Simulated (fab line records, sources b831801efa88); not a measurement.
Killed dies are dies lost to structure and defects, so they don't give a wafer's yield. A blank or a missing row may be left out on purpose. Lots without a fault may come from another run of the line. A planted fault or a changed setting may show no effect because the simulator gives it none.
One fault seen from 2 desks | flow gf180mcu | each desk has only its own numbers; what lay behind them comes last

THE TOOL OWNER'S DESK: implanter-04
The tool's own readings at GF_NWELL_IMPLANT_09: means of the sampled wafers that have a number, for each lot that ran on this tool. A lot is out of limits, marked OUT, if its mean lies more than 4 standard deviations from the usual mean; the brackets give that distance.
Columns: A = dose_ions_cm2 at GF_NWELL_IMPLANT_09, usual 3.999e+12; B = faraday_current_uA at GF_NWELL_IMPLANT_09, usual 22.6
lot  | first seen here | A                           | B
L888 | day 4 04:40     | 4.002e+12                   | 22.8
L894 | day 5 15:02     | 5.381e+12 (+99 or more) OUT | 30.3 (+17) OUT
L896 | day 6 04:29     | 5.376e+12 (+99 or more) OUT | 30.1 (+17) OUT
L897 | day 6 11:23     | 5.383e+12 (+99 or more) OUT | 30.4 (+17) OUT
This desk's finding: out of limits on L894, L896, L897; first on L894, day 5 15:02 (dose_ions_cm2 at GF_NWELL_IMPLANT_09). In limits: L888.

THE METROLOGY DESK
What the gauges read, lot by lot, whatever tool the lot ran on: means of the sampled wafers that have a number. A lot is out of limits, marked OUT, if its mean lies more than 4 standard deviations from the usual mean; the brackets give that distance.
Columns: A = NWELL_TW at GF_NWELL_TW_MEAS_11, usual 1568; B = NWELL_RS at GF_VT_IMPLANT_RS_MEAS_47, usual 487.8 ohm/sq; C = V1_W_THK at GF_V1_THK_MEAS_25, usual 350 nm
lot  | first seen here | A    | B               | C
L884 | day 3 10:18     | 1568 | 485.8           | 349
L886 | day 3 18:14     | 1552 | 488.3           | 346
L888 | day 4 04:54     | 1559 | 488.5           | 352
L894 | day 5 15:15     | 1595 | 465.3 (-19) OUT | 352
L896 | day 6 04:44     | 1586 | 464.1 (-20) OUT | 345
L897 | day 6 11:37     | 1593 | 465.7 (-18) OUT | 347
L898 | day 6 17:11     | 1560 | 487.9           | 351
L899 | day 6 19:58     | 1563 | 486.8           | 348
L900 | day 7 02:28     | 1574 | 490.0           | 349
L901 | day 7 13:33     | 1572 | 487.3           | 347
L904 | day 8 02:47     | 1574 | 488.3           | 353
L906 | day 8 13:04     | 1583 | 486.9           | 360
This desk's finding: out of limits on L894, L896, L897; first on L894, day 10 10:09 (NWELL_RS at GF_VT_IMPLANT_RS_MEAS_47). In limits: L884, L886, L888, L898, L899, L900, L901, L904, L906.

PUT TOGETHER
The tool owner's desk could have raised an alarm at day 5 15:02, on L894, L896, L897.
The metrology desk could have raised an alarm at day 10 10:09, on L894, L896, L897.
Of the lots named, all ran GF_NWELL_IMPLANT_09 on implanter-04.

WHAT THE SIMULATOR HAD PUT IN
Process parameter drift: implanter-04, from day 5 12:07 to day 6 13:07, at GF_NWELL_IMPLANT_09. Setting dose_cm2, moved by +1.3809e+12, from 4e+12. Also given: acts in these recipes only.
Lots struck among those shown: L894, L896, L897.
Hours from the fault's start to each desk's first reading out of limits: the tool owner's desk, 3; the metrology desk, 118.
